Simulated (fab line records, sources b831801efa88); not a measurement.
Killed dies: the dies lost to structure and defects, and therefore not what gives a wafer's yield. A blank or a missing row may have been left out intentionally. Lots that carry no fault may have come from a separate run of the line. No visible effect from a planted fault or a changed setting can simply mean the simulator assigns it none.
fab line records / flow sky130
record lots=4 wafers=12 lastDay=49
route steps=708 shown METAL3@565 VIA3@573 METAL4@598 CAP2M@603 PAD_OPEN@708
lots untouched by any fault: they come from a run of this same line in which no faults occurred
startH: hours from the record's opening day to when the first of the lot's shown wafers began / waitH: time in hours since the lot's previous step / " the same as in the row above / L1.1+2: several wafers, shown together as one row / - value missing, or start not given / * or withheld: withheld / < > ~ a bound
route shown NAME@n: NAME is a module with steps in the file, n the number in the route of the first one / usual: mean/standard deviation taken from wafers without a fault / same: alike in all rows / chamber/n: place in a boat / sites: per-site readings / _std_site: the values' standard deviation / _edge_site: outer sites' mean less inner sites' / radiusMm: how far each site lies from the wafer's centre / mask NAME#n: copy n / behind: the tool/chamber that last shaped the wafer / hold: reason for holding the lot/hours on hold/outcome of the hold / device: transistor that didn't switch, given as n, p or np / end of line: at the end of the route, the tests of the same wafers / where a step has no rows: the recipe by itself / killed: the dies lost at the first sort to structure and to defects; this is not the yield of the wafer / map: per-die view of a wafer (x killed, . not killed, _ where there is no die)
set.NAME: the setting as run; set.NAME@STEP: as run at that earlier step / model.NAME: the simulator's own value behind a step, which no gauge read
certain route steps with their lots: each step a table, each wafer a row
services: when a tool's chamber went out of use (startH, in hours from the record's first day, below 0 if earlier), for how many hours, and the reason
## steps
# step SKY_METAL3_DESCUM_15
# recipe chemistry=O2 sourcePowerW=150 biasPowerW=0 pressureMtorr=10 tempC=40 timeS=8
# step SKY_METAL3_ETCH_16
# recipe chemistry=N2/H2 target=BARC ionEnergyEv=200 biasW=100 pressureMtorr=30 n2FlowSccm=100 h2FlowSccm=200 icpW=500 stopOn=SiO2 timeS=88.2 targetDepthA=600
# step SKY_METAL3_ETCH_17
# recipe target=SiO2 stopOn=TiN chemistry=C4F8/O2/Ar sourceW=1500 biasW=1200 pressureMtorr=40 c4f8FlowSccm=withheld O2_flow_sccm=6 Ar_flow_sccm=300 timeS=3.9 targetDepthA=150
# step SKY_METAL3_METAL_ETCH_18
# recipe targetDepthA=8450 stopOn=SiO2 overEtchFrac=0.3 timeS=183.1 chemistry=Cl2/BCl3 resistSidewallDeg=88 pressureMtorr=10 icpW=900 biasW=48.5 Cl2_flow_sccm=60 bcl3FlowSccm=30
# step SKY_METAL3_STRIP_19
# recipe chemistry=O2/N2 powerW=1400 pressureMtorr=1500 platenTempC=withheld o2FlowSccm=3000 n2FlowSccm=300 overashFraction=0.5
# step SKY_METAL3_STRIP_20
# recipe chemistry=postEtchResidueRemover timeS=1200 tempC=72.5
# step SKY_METAL3_CLEAN_21
# recipe chemistry=IPA timeS=180 tempC=25
# step SKY_METAL3_CLEAN_22
# recipe chemistry=O3/DIW dry=n2Spin
# step SKY_VIA3_HDPCVD_00
# recipe material=SiO2 targetThkNm=1635 sigmaOpenFrac=0.3 timeS=272.5 tempC=400 sih4FlowSccm=60 pressureMtorr=6
# step SKY_VIA3_CMP_02
# recipe material=SiO2 downForcePsi=4 platenRpm=60 padVelocityMS=0.94248
# usual motorCurrentA=12.7/1.2
lot.wafer=L902.1 tool=cmp-02 chamber=3 startH=902.97 waitH=0.3 motorCurrentA=14.0
lot.wafer=L902.4 tool=cmp-02 chamber=0 startH=902.97 waitH=0.3 motorCurrentA=15.2
lot.wafer=L902.2 tool=cmp-02 chamber=1 startH=902.97 waitH=0.3 motorCurrentA=12.2
lot.wafer=L905.1 tool=cmp-01 chamber=1 startH=932.23 waitH=0.1 motorCurrentA=12.8
lot.wafer=L905.2 tool=cmp-01 chamber=3 startH=932.23 waitH=0.1 motorCurrentA=11.2
lot.wafer=L905.6 tool=cmp-01 chamber=0 startH=932.23 waitH=0.1 motorCurrentA=10.8
lot.wafer=L911.1 tool=cmp-02 chamber=1 startH=974.09 waitH=0.1 motorCurrentA=12.2
lot.wafer=L911.4 tool=cmp-02 chamber=0 startH=974.09 waitH=0.1 motorCurrentA=14.5
lot.wafer=L911.5 tool=cmp-02 chamber=1 startH=974.09 waitH=0.1 motorCurrentA=13.1
lot.wafer=L914.2 tool=cmp-02 chamber=0 startH=1010.49 waitH=0.0 motorCurrentA=15.4
lot.wafer=L914.4 tool=cmp-02 chamber=3 startH=1010.49 waitH=0.0 motorCurrentA=14.8
lot.wafer=L914.5 tool=cmp-02 chamber=0 startH=1010.49 waitH=0.0 motorCurrentA=15.2
# step SKY_VIA3_DEHYDRATE_04
# recipe tempC=200 timeS=60
# step SKY_VIA3_HMDS_05
# recipe primeTimeS=60 primeTempC=120
# step SKY_VIA3_COAT_06
# recipe resist=BARC tempC=withheld timeS=withheld spinRpm=3000 resistThkNm=60
# step SKY_VIA3_COAT_07
# recipe resist=KrF-thick spinRpm=3000 resistThkNm=450
# step SKY_VIA3_SOFTBAKE_08
# recipe tempC=100 timeS=90 resist=KrF-thick
# step SKY_VIA3_EXPOSE_09
# recipe maskId=VIM3 na=0.8 sourceShape=annular sigmaInner=0.55 sigmaOuter=0.85 targetCdNm=200 doseMj=38
# step SKY_VIA3_PEB_10
# recipe pebTempC=withheld pebTimeS=withheld resist=KrF-thick
# step SKY_VIA3_DEVELOP_11
# recipe developTimeS=60 resist=KrF-thick devTempC=21
# step SKY_VIA3_ETCH_14
# recipe chemistry=N2/H2 target=BARC ionEnergyEv=200 sourceW=500 biasW=100 pressureMtorr=30 n2FlowSccm=100 h2FlowSccm=200 stopOn=SiO2 timeS=45.9 targetDepthA=600
# step SKY_VIA3_ETCH_15
# recipe target=SiO2 chemistry=C4F8/O2/Ar targetDepthNm=507 stopOn=TiN maskMaterial=KrF-thick sourceW=1500 biasW=1200 pressureMtorr=40 c4f8FlowSccm=withheld O2_flow_sccm=6 Ar_flow_sccm=300 timeS=78
# step SKY_VIA3_STRIP_16
# recipe chemistry=O2/N2 powerW=1400 pressureMtorr=1500 platenTempC=withheld o2FlowSccm=3000 n2FlowSccm=300 overashFraction=0.5
# step SKY_VIA3_STRIP_17
# recipe chemistry=postEtchResidueRemover timeS=1200 tempC=72.5
# step SKY_VIA3_CLEAN_18
# recipe chemistry=IPA timeS=180 tempC=25
# step SKY_VIA3_CLEAN_19
# recipe chemistry=O3/DIW dry=n2Spin
# step SKY_VIA3_SPUTTER_20
# recipe material=TiN targetThkNm=20 chamberPressurePa=5 powerW=4000 timeS=80
# step SKY_VIA3_CVD_21
# recipe material=W targetThkNm=390 timeS=117.31 tempC=400 pressureTorr=40
# step SKY_VIA3_CMP_24
# recipe stopOn=SiO2 tOverpolishS=20 downForcePsi=3.5 platenRpm=60 targetThkNm=0 padVelocityMS=0.94248
# step SKY_METAL4_SPUTTER_00
# recipe material=Ti targetThkNm=15 powerW=3000 timeS=10 chamberPressurePa=0.4
# step SKY_METAL4_SPUTTER_01
# recipe material=TiN targetThkNm=20 powerW=6500 timeS=16.7 chamberPressurePa=0.4
# step SKY_METAL4_SPUTTER_02
# recipe material=AlCu targetThkNm=735 powerW=10600 timeS=39.1 chamberPressurePa=0.4
# step SKY_METAL4_SPUTTER_03
# recipe material=Ti targetThkNm=5 powerW=3000 timeS=3.3 chamberPressurePa=0.4
# step SKY_METAL4_SPUTTER_04
# recipe material=TiN targetThkNm=70 powerW=6500 timeS=58.3 chamberPressurePa=0.4
# step SKY_CAP2M_CVD_00
# recipe material=SiO2 targetThkNm=15.5 tempC=400 timeS=withheld rfW=450
# step SKY_PAD_OPEN_PROBE_99
# usual defectLimitedYield=82.8/1.9 killed_at_M0_to_M3=43/7.3 killed_at_M4_up=3.6/1.9 killedAtContacts=23/5.3 killedAtFrontEnd=15/4.5 killedAtOther=0.3/0.72 killedDies=85/9.4 killedOnRim=17/4.2 killedOpen=46/6.7 killedShort=38/6.8 sort_bin_3_pad_short=0.8/0.36 sort_bin_5_function=10.1/1.3 sort_bin_6_memory=6.3/1.2 sortNPass=407/9.4 sortYieldPct=82.8/1.9
# same grossDies=492 killedAtBackSide=0 sort_bin_4_leakage[%]=0 sort_bin_8_speed[%]=0
lot.wafer=L902.1 tool=prober-01 chamber=- startH=1076.16 waitH=0.1 hold=- defectLimitedYield[%]=82.5 killed_at_M0_to_M3=46 killed_at_M4_up=2 killedAtContacts=28 killedAtFrontEnd=9 killedAtOther=1 killedDies=86 killedOnRim=18 killedOpen=53 killedShort=32 sort_bin_3_pad_short[%]=1.0 sort_bin_5_function[%]=8.7 sort_bin_6_memory[%]=7.7 sortNPass=406 sortYieldPct[%]=82.5 model.etest.tester.sortNPass=406 model.etest.tester.sortYieldPct=82.52 model.etest.tester.sort_bin_5_pct=8.74 model.etest.tester.sort_bin_6_pct=7.724 model.etest.tester.sort_bin_3_pct=1.016
lot.wafer=L902.2 tool=prober-01 chamber=- startH=1076.21 waitH=0.1 hold=- defectLimitedYield[%]=84.3 killed_at_M0_to_M3=44 killed_at_M4_up=3 killedAtContacts=19 killedAtFrontEnd=11 killedAtOther=0 killedDies=77 killedOnRim=18 killedOpen=34 killedShort=43 sort_bin_3_pad_short[%]=1.0 sort_bin_5_function[%]=6.9 sort_bin_6_memory[%]=7.7 sortNPass=415 sortYieldPct[%]=84.3 model.etest.tester.sortNPass=415 model.etest.tester.sortYieldPct=84.35 model.etest.tester.sort_bin_5_pct=6.911 model.etest.tester.sort_bin_6_pct=7.724 model.etest.tester.sort_bin_3_pct=1.016
lot.wafer=L902.4 tool=prober-01 chamber=- startH=1076.31 waitH=0.2 hold=- defectLimitedYield[%]=82.5 killed_at_M0_to_M3=50 killed_at_M4_up=3 killedAtContacts=23 killedAtFrontEnd=10 killedAtOther=0 killedDies=86 killedOnRim=15 killedOpen=52 killedShort=33 sort_bin_3_pad_short[%]=1.4 sort_bin_5_function[%]=9.1 sort_bin_6_memory[%]=6.9 sortNPass=406 sortYieldPct[%]=82.5 model.etest.tester.sortNPass=406 model.etest.tester.sortYieldPct=82.52 model.etest.tester.sort_bin_5_pct=9.146 model.etest.tester.sort_bin_6_pct=6.911 model.etest.tester.sort_bin_3_pct=1.423
lot.wafer=L905.1 tool=prober-01 chamber=- startH=1099.06 waitH=0.1 hold=- defectLimitedYield[%]=84.6 killed_at_M0_to_M3=46 killed_at_M4_up=5 killedAtContacts=16 killedAtFrontEnd=9 killedAtOther=0 killedDies=76 killedOnRim=6 killedOpen=38 killedShort=38 sort_bin_3_pad_short[%]=0.2 sort_bin_5_function[%]=9.3 sort_bin_6_memory[%]=5.9 sortNPass=416 sortYieldPct[%]=84.6 model.etest.tester.sortNPass=416 model.etest.tester.sortYieldPct=84.55 model.etest.tester.sort_bin_5_pct=9.35 model.etest.tester.sort_bin_6_pct=5.894 model.etest.tester.sort_bin_3_pct=0.2033
lot.wafer=L905.2 tool=prober-01 chamber=- startH=1099.11 waitH=0.1 hold=- defectLimitedYield[%]=81.3 killed_at_M0_to_M3=49 killed_at_M4_up=5 killedAtContacts=23 killedAtFrontEnd=13 killedAtOther=2 killedDies=92 killedOnRim=24 killedOpen=47 killedShort=43 sort_bin_3_pad_short[%]=1.0 sort_bin_5_function[%]=10.6 sort_bin_6_memory[%]=7.1 sortNPass=400 sortYieldPct[%]=81.3 model.etest.tester.sortNPass=400 model.etest.tester.sortYieldPct=81.3 model.etest.tester.sort_bin_5_pct=10.57 model.etest.tester.sort_bin_6_pct=7.114 model.etest.tester.sort_bin_3_pct=1.016
lot.wafer=L905.6 tool=prober-01 chamber=- startH=1099.31 waitH=0.2 hold=- defectLimitedYield[%]=87.4 killed_at_M0_to_M3=31 killed_at_M4_up=2 killedAtContacts=19 killedAtFrontEnd=10 killedAtOther=0 killedDies=62 killedOnRim=15 killedOpen=37 killedShort=25 sort_bin_3_pad_short[%]=1.2 sort_bin_5_function[%]=6.9 sort_bin_6_memory[%]=4.5 sortNPass=430 sortYieldPct[%]=87.4 model.etest.tester.sortNPass=430 model.etest.tester.sortYieldPct=87.4 model.etest.tester.sort_bin_5_pct=6.911 model.etest.tester.sort_bin_6_pct=4.472 model.etest.tester.sort_bin_3_pct=1.22
lot.wafer=L911.1 tool=prober-02 chamber=- startH=1134.22 waitH=0.1 hold=awaitDispo/2.1h/release defectLimitedYield[%]=65.4 killed_at_M0_to_M3=142 killed_at_M4_up=6 killedAtContacts=12 killedAtFrontEnd=10 killedAtOther=0 killedDies=170 killedOnRim=35 killedOpen=27 killedShort=24 sort_bin_3_pad_short[%]=2.0 sort_bin_5_function[%]=22.4 sort_bin_6_memory[%]=10.2 sortNPass=322 sortYieldPct[%]=65.4 model.etest.tester.sortNPass=322 model.etest.tester.sortYieldPct=65.45 model.etest.tester.sort_bin_5_pct=22.36 model.etest.tester.sort_bin_6_pct=10.16 model.etest.tester.sort_bin_3_pct=2.033
lot.wafer=L911.4 tool=prober-02 chamber=- startH=1134.37 waitH=0.2 hold=awaitDispo/2.1h/release defectLimitedYield[%]=59.3 killed_at_M0_to_M3=167 killed_at_M4_up=7 killedAtContacts=19 killedAtFrontEnd=7 killedAtOther=0 killedDies=200 killedOnRim=41 killedOpen=41 killedShort=30 sort_bin_3_pad_short[%]=2.6 sort_bin_5_function[%]=26.4 sort_bin_6_memory[%]=11.6 sortNPass=292 sortYieldPct[%]=59.3 model.etest.tester.sortNPass=292 model.etest.tester.sortYieldPct=59.35 model.etest.tester.sort_bin_5_pct=26.42 model.etest.tester.sort_bin_6_pct=11.59 model.etest.tester.sort_bin_3_pct=2.642
lot.wafer=L911.5 tool=prober-02 chamber=- startH=1134.42 waitH=0.2 hold=awaitDispo/2.1h/release defectLimitedYield[%]=62.4 killed_at_M0_to_M3=146 killed_at_M4_up=1 killedAtContacts=28 killedAtFrontEnd=9 killedAtOther=1 killedDies=185 killedOnRim=43 killedOpen=42 killedShort=26 sort_bin_3_pad_short[%]=3.0 sort_bin_5_function[%]=22.4 sort_bin_6_memory[%]=12.2 sortNPass=307 sortYieldPct[%]=62.4 model.etest.tester.sortNPass=307 model.etest.tester.sortYieldPct=62.4 model.etest.tester.sort_bin_5_pct=22.36 model.etest.tester.sort_bin_6_pct=12.2 model.etest.tester.sort_bin_3_pct=3.049
lot.wafer=L914.2 tool=prober-02 chamber=- startH=1164.26 waitH=0.2 hold=awaitDispo/6.5h/release defectLimitedYield[%]=63.8 killed_at_M0_to_M3=150 killed_at_M4_up=2 killedAtContacts=18 killedAtFrontEnd=8 killedAtOther=0 killedDies=178 killedOnRim=39 killedOpen=43 killedShort=27 sort_bin_3_pad_short[%]=2.4 sort_bin_5_function[%]=23.4 sort_bin_6_memory[%]=10.4 sortNPass=314 sortYieldPct[%]=63.8 model.etest.tester.sortNPass=314 model.etest.tester.sortYieldPct=63.82 model.etest.tester.sort_bin_5_pct=23.37 model.etest.tester.sort_bin_6_pct=10.37 model.etest.tester.sort_bin_3_pct=2.439
lot.wafer=L914.4 tool=prober-02 chamber=- startH=1164.36 waitH=0.2 hold=awaitDispo/6.5h/release defectLimitedYield[%]=56.7 killed_at_M0_to_M3=170 killed_at_M4_up=7 killedAtContacts=19 killedAtFrontEnd=17 killedAtOther=0 killedDies=213 killedOnRim=42 killedOpen=50 killedShort=38 sort_bin_3_pad_short[%]=2.8 sort_bin_5_function[%]=27.0 sort_bin_6_memory[%]=13.4 sortNPass=279 sortYieldPct[%]=56.7 model.etest.tester.sortNPass=279 model.etest.tester.sortYieldPct=56.71 model.etest.tester.sort_bin_5_pct=27.03 model.etest.tester.sort_bin_6_pct=13.41 model.etest.tester.sort_bin_3_pct=2.846
lot.wafer=L914.5 tool=prober-02 chamber=- startH=1164.41 waitH=0.3 hold=awaitDispo/6.5h/release defectLimitedYield[%]=62.2 killed_at_M0_to_M3=160 killed_at_M4_up=3 killedAtContacts=15 killedAtFrontEnd=8 killedAtOther=0 killedDies=186 killedOnRim=35 killedOpen=29 killedShort=24 sort_bin_3_pad_short[%]=2.4 sort_bin_5_function[%]=22.6 sort_bin_6_memory[%]=12.8 sortNPass=306 sortYieldPct[%]=62.2 model.etest.tester.sortNPass=306 model.etest.tester.sortYieldPct=62.2 model.etest.tester.sort_bin_5_pct=22.56 model.etest.tester.sort_bin_6_pct=12.8 model.etest.tester.sort_bin_3_pct=2.439
# killed by level:class
L902.1 VIA1:geometricParticle:open=12 CONTACT:geometricParticle:open=10 VIA2:geometricParticle:open=8 LI_CONTACT:geometricParticle:open=7 VIA3:geometricParticle:open=5 LOCAL_INTERCONNECT:geometricParticle:short=4 VIA3:geometricParticle:short=4 METAL1:geometricParticle:short=4
L902.2 VIA3:geometricParticle:open=8 VIA2:geometricParticle:open=6 VIA1:geometricParticle:open=6 METAL2:geometricParticle:short=6 LOCAL_INTERCONNECT:geometricParticle:short=5 CONTACT:geometricParticle:open=5 METAL1:geometricParticle:short=5 VIA3:geometricParticle:short=5
L902.4 VIA1:geometricParticle:open=15 LI_CONTACT:geometricParticle:open=11 VIA2:geometricParticle:open=8 METAL2:geometricParticle:short=7 METAL2:geometricParticle:open=4 VIA3:geometricParticle:open=4 METAL1:geometricParticle:short=4 VIA2:geometricParticle:short=4
L905.1 VIA2:geometricParticle:open=11 METAL2:geometricParticle:short=7 METAL1:geometricParticle:short=6 VIA3:geometricParticle:open=6 VIA3:geometricParticle:short=5 FIELD_ISO:geometricParticle:open=4 CONTACT:geometricParticle:open=4 CONTACT:geometricParticle:short=4
L905.2 VIA3:geometricParticle:open=9 METAL2:geometricParticle:short=8 LI_CONTACT:geometricParticle:open=7 VIA1:geometricParticle:open=7 FIELD_ISO:geometricParticle:open=5 LI_CONTACT:geometricParticle:short=5 CONTACT:geometricParticle:open=5 VIA2:geometricParticle:open=5
L905.6 CONTACT:geometricParticle:open=8 VIA3:geometricParticle:open=8 VIA1:geometricParticle:open=6 LI_CONTACT:geometricParticle:open=5 VIA2:geometricParticle:open=4 VIA3:geometricParticle:short=4 LOCAL_INTERCONNECT:geometricParticle:short=3 METAL2:geometricParticle:short=3
L911.1 VIA3:unspecified=119 METAL2:geometricParticle:short=7 LI_CONTACT:geometricParticle:open=5 VIA1:geometricParticle:open=5 VIA3:geometricParticle:open=5 POLY_GATE:geometricParticle:open=4 METAL4:geometricParticle:short=4 FIELD_ISO:geometricParticle:short=3
L911.4 VIA3:unspecified=129 VIA1:geometricParticle:open=14 CONTACT:geometricParticle:open=9 METAL2:geometricParticle:short=6 METAL4:geometricParticle:short=6 VIA3:geometricParticle:open=4 CONTACT:geometricParticle:short=4 VIA2:geometricParticle:open=4
L911.5 VIA3:unspecified=117 LI_CONTACT:geometricParticle:open=10 CONTACT:geometricParticle:open=9 VIA1:geometricParticle:open=8 METAL2:geometricParticle:short=5 LI_CONTACT:geometricParticle:short=4 METAL1:geometricParticle:short=4 VIA2:geometricParticle:open=4
L914.2 VIA3:unspecified=108 CONTACT:geometricParticle:open=11 VIA1:geometricParticle:open=11 VIA2:geometricParticle:open=8 VIA3:geometricParticle:open=6 METAL1:geometricParticle:short=5 LOCAL_INTERCONNECT:geometricParticle:short=4 FIELD_ISO:geometricParticle:short=3
L914.4 VIA3:unspecified=125 VIA1:geometricParticle:open=12 VIA3:geometricParticle:open=11 CONTACT:geometricParticle:open=9 METAL2:geometricParticle:short=6 METAL1:geometricParticle:short=5 METAL4:geometricParticle:short=4 FIELD_ISO:geometricParticle:short=3
L914.5 VIA3:unspecified=133 CONTACT:geometricParticle:open=7 LI_CONTACT:geometricParticle:open=5 METAL1:geometricParticle:short=5 VIA2:geometricParticle:open=5 VIA1:geometricParticle:open=4 METAL2:geometricParticle:short=3 METAL3:geometricParticle:short=3
# map L911.4 (x killed, . not)
__________x.xxxxx.x._________
________xxxx...xx..x.._______
______xx..xx.x.....x...._____
_____.x.xx..x..x.....xx..____
____....xx.x.........x..x.___
___......x..x.x..xxxx.x...x__
__.x..xx.x.x.xxxxx.x.x....x._
_x.x.x..x..x.....x..x.x.x.xx.
_x..x.xx....xx.x.....x.......
_x.x......x...x...xx....x.x.x
_..x..x.x.xxx..xxxx.x...xx..x
_xx....x..x.xxx..x.....x.....
_.x.x..xxxx.xxx.xx...x.x..x..
_.xx..x.....xxx...xx..x....x.
_xxxxxxxxxx.x....xxx..xx..x..
__.x.xxx...x..x.x......x.x.._
___..xx.xx..x....x.x..xx...__
____.x....x...x..xxx..xxx.___
_____.x..xx...x....xx....____
______.x..xxxx.....xxxxx_____
________x.x.x.xx.xx..._______
__________..xx..x..x_________
# map L914.4 (x killed, . not)
__________.x.xx..x.._________
________....xxxx..xxxx_______
______xx....x.xx.xxx.xx._____
_____x...x.x.....xxx....x____
____xxx..x.xxx..xxx.x...x.___
___...x.x....x......x.x.xx.__
__...x.x..xxxxx...xx........_
_........xx.xxx....xxx.xx...x
_.x.....xx.xx.xx.xxx.x.xx.x.x
_x...xxx.xxx..x....xxx.xx...x
_.x.xx.x..x..x.......xxx.....
_x.xx..xx...x....xxx....xxxx.
_x....x......xx........x...x.
_.xx.xx.x...xx........xx.x.xx
_..xxxx..xx..x.x..x..xxxx.xx.
__.x.x..x.xxx.x.x...xxxx..x._
___.x.x..xx.x.xx.......x.xx__
____x.x.x....x..xx...x.x.x___
_____x..xxx..x...xx.x.x..____
______..xxxx.xxxx.x....._____
________...x..xx...xx._______
__________xxx.x.x..x_________
## services
tool=cmp-01 chamber=- startH=900.26 hours=4.1 kind=repair
tool=cmp-02 chamber=- startH=912.38 hours=4.0 kind=pm
tool=cmp-02 chamber=- startH=916.38 hours=- kind=consumableReplace:conditioner
tool=cmp-02 chamber=- startH=916.38 hours=- kind=consumableReplace:pad
tool=cmp-02 chamber=- startH=927.96 hours=0.9 kind=repair
tool=cmp-02 chamber=- startH=987.26 hours=1.4 kind=repair
## key
firstSign step=SKY_PAD_OPEN_PROBE_99 reading=killed_at_M0_to_M3 direction=up sigmas=15 usual=43 struck=156
effect step=SKY_PAD_OPEN_PROBE_99 reading=sortNPass direction=down sigmas=11 usual=407 struck=303
modelEffect step=SKY_PAD_OPEN_PROBE_99 value=etest.tester.sortNPass without=413.8 struck=303.3
metAt SKY_VIA3_CMP_02
struckWafers L911.1,L911.4,L911.5,L914.2,L914.4,L914.5
onsetBetween 902.97 974.09
alsoFits time
fault kind=chamberParticleSource tool=cmp-02 chamber=- onsetH=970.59 steps=SKY_VIA3_CMP_02 ratePerVisitCm2=0.58311 endH=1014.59
